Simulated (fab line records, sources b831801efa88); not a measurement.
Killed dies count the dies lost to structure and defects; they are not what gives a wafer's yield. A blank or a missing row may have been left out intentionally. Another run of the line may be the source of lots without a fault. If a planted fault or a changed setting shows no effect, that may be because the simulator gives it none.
Which of the tools did it? :: flow sfq line :: Sampling: 13 lots, 39 wafers, 3 of 325 route steps

## WHAT THE GAUGES SHOWED, per wafer
No reading from a measuring or inspecting step in the record can be judged against a usual standard deviation.

## EACH LOT AND THE TOOL THAT RAN IT (in order: tool; ch and the chambers of the sampled wafers; start)
lot: L289
SFQ_TRILAYER_I1_CMP_CMP_046: cmp-01 ch 0,2,3, day 24 07:15
SFQ_TRILAYER_I1_METRO_MEASURE_047: film metro-03, day 24 09:16
SFQ_TRILAYER_I1_VIA_ETCH_VIA_ETCH_052: rie diel-02 ch 0,2,3, day 30 21:12

lot: L290
SFQ_TRILAYER_I1_CMP_CMP_046: cmp-01 ch 2,3, day 24 12:57
SFQ_TRILAYER_I1_METRO_MEASURE_047: film metro-03, day 24 16:28
SFQ_TRILAYER_I1_VIA_ETCH_VIA_ETCH_052: rie diel-01 ch 1,3, day 31 03:12

lot: L291
SFQ_TRILAYER_I1_CMP_CMP_046: cmp-02 ch 0,2,3, day 25 02:15
SFQ_TRILAYER_I1_METRO_MEASURE_047: film metro-03, day 25 05:22
SFQ_TRILAYER_I1_VIA_ETCH_VIA_ETCH_052: rie diel-01 ch 0,1,2, day 31 10:24

lot: L292
SFQ_TRILAYER_I1_CMP_CMP_046: cmp-02 ch 0,1,3, day 25 17:45
SFQ_TRILAYER_I1_METRO_MEASURE_047: film metro-02, day 25 20:22
SFQ_TRILAYER_I1_VIA_ETCH_VIA_ETCH_052: rie diel-02 ch 0,2,3, day 32 02:08

lot: L293
SFQ_TRILAYER_I1_CMP_CMP_046: cmp-01 ch 0,1, day 26 00:13
SFQ_TRILAYER_I1_METRO_MEASURE_047: film metro-04, day 26 02:50
SFQ_TRILAYER_I1_VIA_ETCH_VIA_ETCH_052: rie diel-02 ch 0,1,3, day 32 08:08

lot: L298
SFQ_TRILAYER_I1_CMP_CMP_046: cmp-02 ch 0,1,3, day 29 14:48
SFQ_TRILAYER_I1_METRO_MEASURE_047: film metro-03, day 29 16:55
SFQ_TRILAYER_I1_VIA_ETCH_VIA_ETCH_052: rie diel-01 ch 1,2, day 35 14:38

lot: L299
SFQ_TRILAYER_I1_CMP_CMP_046: cmp-02 ch 1,2,3, day 29 18:36
SFQ_TRILAYER_I1_METRO_MEASURE_047: film metro-03, day 29 21:43
SFQ_TRILAYER_I1_VIA_ETCH_VIA_ETCH_052: rie diel-03 ch 0,2,3, day 35 19:26

lot: L304
SFQ_TRILAYER_I1_CMP_CMP_046: cmp-01 ch 0,1,3, day 31 03:01
SFQ_TRILAYER_I1_METRO_MEASURE_047: film metro-04, day 31 06:32
SFQ_TRILAYER_I1_VIA_ETCH_VIA_ETCH_052: rie diel-01 ch 0,1,3, day 37 15:01

lot: L308
SFQ_TRILAYER_I1_CMP_CMP_046: cmp-02 ch 0,1, day 32 18:44
SFQ_TRILAYER_I1_METRO_MEASURE_047: film metro-03, day 32 22:03
SFQ_TRILAYER_I1_VIA_ETCH_VIA_ETCH_052: rie diel-03 ch 0,1, day 39 03:01

lot: L309
SFQ_TRILAYER_I1_CMP_CMP_046: cmp-02 ch 0,1,2, day 33 01:14
SFQ_TRILAYER_I1_METRO_MEASURE_047: film metro-02, day 33 03:51
SFQ_TRILAYER_I1_VIA_ETCH_VIA_ETCH_052: rie diel-02 ch 0,3, day 39 10:20

lot: L310
SFQ_TRILAYER_I1_CMP_CMP_046: cmp-02 ch 0,2,3, day 33 17:14
SFQ_TRILAYER_I1_METRO_MEASURE_047: film metro-04, day 33 19:15
SFQ_TRILAYER_I1_VIA_ETCH_VIA_ETCH_052: rie diel-01 ch 2,3, day 39 23:40

lot: L311
SFQ_TRILAYER_I1_CMP_CMP_046: cmp-02 ch 0,1,2, day 33 19:59
SFQ_TRILAYER_I1_METRO_MEASURE_047: film metro-02, day 33 22:07
SFQ_TRILAYER_I1_VIA_ETCH_VIA_ETCH_052: rie diel-02 ch 0,2,3, day 40 02:04

lot: L312
SFQ_TRILAYER_I1_CMP_CMP_046: cmp-01 ch 0,1,2, day 34 12:57
SFQ_TRILAYER_I1_METRO_MEASURE_047: film metro-02, day 34 16:04
SFQ_TRILAYER_I1_VIA_ETCH_VIA_ETCH_052: rie diel-02 ch 0,1, day 40 15:16
- SFQ_TRILAYER_I1_CMP_CMP_046: polishes SiO2.
- SFQ_TRILAYER_I1_METRO_MEASURE_047
- SFQ_TRILAYER_I1_VIA_ETCH_VIA_ETCH_052: etches SiO2 in CHF3, stops on Nb, target depth 260 nm.

## WHAT THE TOOLS THEMSELVES READ (means of the sampled wafers that have a number; where no wafer has one, the mark that the record gives instead)
SFQ_TRILAYER_I1_CMP_CMP_046.
lot: L289
tool: cmp-01
motor current A (A): 10.6
slurry flow ml min: 149.6
time to endpoint s (s): 207

lot: L290
tool: cmp-01
motor current A (A): 10.5
slurry flow ml min: 149.9
time to endpoint s (s): 222

lot: L291
tool: cmp-02
motor current A (A): 10.8
slurry flow ml min: 149.6
time to endpoint s (s): 214

lot: L292
tool: cmp-02
motor current A (A): 10.9
slurry flow ml min: 149.9
time to endpoint s (s): 213

lot: L293
tool: cmp-01
motor current A (A): 10.7
slurry flow ml min: 150.2
time to endpoint s (s): 219

lot: L298
tool: cmp-02
motor current A (A): 11.2
slurry flow ml min: 149.8
time to endpoint s (s): 214

lot: L299
tool: cmp-02
motor current A (A): 10.7
slurry flow ml min: 149.6
time to endpoint s (s): 215

lot: L304
tool: cmp-01
motor current A (A): 10.2
slurry flow ml min: 150.6
time to endpoint s (s): 225

lot: L308
tool: cmp-02
motor current A (A): 11.3
slurry flow ml min: 149.6
time to endpoint s (s): 217

lot: L309
tool: cmp-02
motor current A (A): 10.9
slurry flow ml min: 149.7
time to endpoint s (s): 221

lot: L310
tool: cmp-02
motor current A (A): 11.1
slurry flow ml min: 150.6
time to endpoint s (s): 208

lot: L311
tool: cmp-02
motor current A (A): 10.9
slurry flow ml min: 150.2
time to endpoint s (s): 215

lot: L312
tool: cmp-01
motor current A (A): 10.6
slurry flow ml min: 150.4
time to endpoint s (s): 217

SFQ_TRILAYER_I1_METRO_MEASURE_047.
lot: L289
tool: film metro-03
thk nm (nm): 200.3

lot: L290
tool: film metro-03
thk nm (nm): 199.4

lot: L291
tool: film metro-03
thk nm (nm): 199.9

lot: L292
tool: film metro-02
thk nm (nm): 200.9

lot: L293
tool: film metro-04
thk nm (nm): 200.0

lot: L298
tool: film metro-03
thk nm (nm): 200.0

lot: L299
tool: film metro-03
thk nm (nm): 199.8

lot: L304
tool: film metro-04
thk nm (nm): 182.8

lot: L308
tool: film metro-03
thk nm (nm): 199.8

lot: L309
tool: film metro-02
thk nm (nm): 200.1

lot: L310
tool: film metro-04
thk nm (nm): 199.0

lot: L311
tool: film metro-02
thk nm (nm): 201.1

lot: L312
tool: film metro-02
thk nm (nm): 199.7

SFQ_TRILAYER_I1_VIA_ETCH_VIA_ETCH_052.
lot: L289
tool: rie diel-02
drypump motor current A (A): 5.6
oes product au (a.u.): 0.852
rf fwd power W (W): 498.0

lot: L290
tool: rie diel-01
drypump motor current A (A): 6.5
oes product au (a.u.): 0.856
rf fwd power W (W): 498.5

lot: L291
tool: rie diel-01
drypump motor current A (A): 6.0
oes product au (a.u.): 0.856
rf fwd power W (W): 498.7

lot: L292
tool: rie diel-02
drypump motor current A (A): 5.6
oes product au (a.u.): 0.855
rf fwd power W (W): 498.8

lot: L293
tool: rie diel-02
drypump motor current A (A): 5.2
oes product au (a.u.): 0.855
rf fwd power W (W): 497.6

lot: L298
tool: rie diel-01
drypump motor current A (A): 6.4
oes product au (a.u.): 0.854
rf fwd power W (W): 499.4

lot: L299
tool: rie diel-03
drypump motor current A (A): 5.9
oes product au (a.u.): 0.854
rf fwd power W (W): 498.2

lot: L304
tool: rie diel-01
drypump motor current A (A): 6.1
oes product au (a.u.): 0.811
rf fwd power W (W): 497.3

lot: L308
tool: rie diel-03
drypump motor current A (A): 6.0
oes product au (a.u.): 0.854
rf fwd power W (W): 496.1

lot: L309
tool: rie diel-02
drypump motor current A (A): 5.5
oes product au (a.u.): 0.854
rf fwd power W (W): 497.6

lot: L310
tool: rie diel-01
drypump motor current A (A): 6.2
oes product au (a.u.): 0.850
rf fwd power W (W): 496.9

lot: L311
tool: rie diel-02
drypump motor current A (A): 5.6
oes product au (a.u.): 0.852
rf fwd power W (W): 498.1

lot: L312
tool: rie diel-02
drypump motor current A (A): 5.1
oes product au (a.u.): 0.853
rf fwd power W (W): 498.2

## THE ANSWER, worked out from the rows above alone
Rule: usual is defined by the lots themselves. The widest of any qualifying gaps counts: lots, ordered by their means at a reading, are off when they make up no more than a third of the lots, leave a main group of 4 or more, and stand apart from it by 3 or more times the standard deviation of that group's means. If all means in a main group match to the digits the tables above print for the reading, that group is not used. Also off: a lot with no number at a reading for which 4 or more lots have one. Where the step has rows for the other lots, those lots are counted as sound. The gauges are gone through in route order, then the tools' own readings, and for those a lot's mean is taken as printed above. The first step at which some lot is off is used, and at that step the reading that is off furthest; a lot without a number counts as furthest.
Off at SFQ_TRILAYER_I1_METRO_MEASURE_047 (thk nm): L304. For the main group the mean is 200.0 nm and the standard deviation 0.55.
A tool fits if, at that step or a process step before it, it ran every lot that is off, and no sound lot after the first of them. Of those tried, none fits.

## WHAT HAD BEEN PUT IN BY THE SIMULATOR
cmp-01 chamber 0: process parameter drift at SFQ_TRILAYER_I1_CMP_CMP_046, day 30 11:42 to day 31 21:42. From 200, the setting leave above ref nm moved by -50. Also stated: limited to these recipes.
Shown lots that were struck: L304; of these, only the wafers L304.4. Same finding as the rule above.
